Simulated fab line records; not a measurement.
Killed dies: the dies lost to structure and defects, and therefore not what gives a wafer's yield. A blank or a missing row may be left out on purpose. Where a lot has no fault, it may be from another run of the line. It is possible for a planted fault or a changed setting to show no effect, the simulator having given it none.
Matching of chambers ; flow sky130 ; rie_diel-01 running SKY_LI_CONTACT_ETCH_15: 4 sister chambers
The step etches PSG in C4F8/O2/Ar, stops on Si, target depth 600 nm. 8 wafers are shown with their chamber, then 7 later ones without.

## WAFERS WITH THEIR CHAMBER
wafer;chamber;oes_product_au (a.u.)
L080.5;1;0.837
L083.3;2;0.836
L083.6;0;0.834
L085.1;3;0.835
L085.2;1;0.838
L085.3;0;0.836
L085.4;2;0.839
L085.5;3;0.838

## WAFERS WITH NO CHAMBER GIVEN
wafer;oes_product_au (a.u.)
L085.6;0.836
L091.3;0.833
L091.5;0.836
L091.6;0.833
L096.1;0.832
L096.5;0.835
L096.6;0.839

## EACH ONE'S CHAMBER
wafer;from the rows above;in truth
L085.6;can't be placed: 3 or 0 or 1 or 2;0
L091.3;can't be placed: 0 or 3 or 1 or 2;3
L091.5;can't be placed: 3 or 0 or 1 or 2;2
L091.6;can't be placed: 0 or 3 or 1 or 2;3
L096.1;can't be placed: 0 or 3 or 1 or 2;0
L096.5;can't be placed: 0 or 3 or 1 or 2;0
L096.6;can't be placed: 1 or 2 or 3 or 0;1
Placed correctly: 0 of 7. Not placeable from these rows: 7 (in 7, the candidates include the true chamber). Wrongly placed: 0.
How it was worked out, from the rows above alone: a wafer's distance from a chamber is the root of the sum, over the readings, of the square of ((its reading less the chamber's mean) divided by the reading's scatter). The wafer belongs to the nearest chamber; if the next one is less than 2 further off, it can't be placed. For every chamber, the mean is computed from those of its wafers that are shown. The scatter: take each reading less its chamber's mean, square it, sum over the shown wafers, divide by the number of wafers less the number of chambers, and take the root.
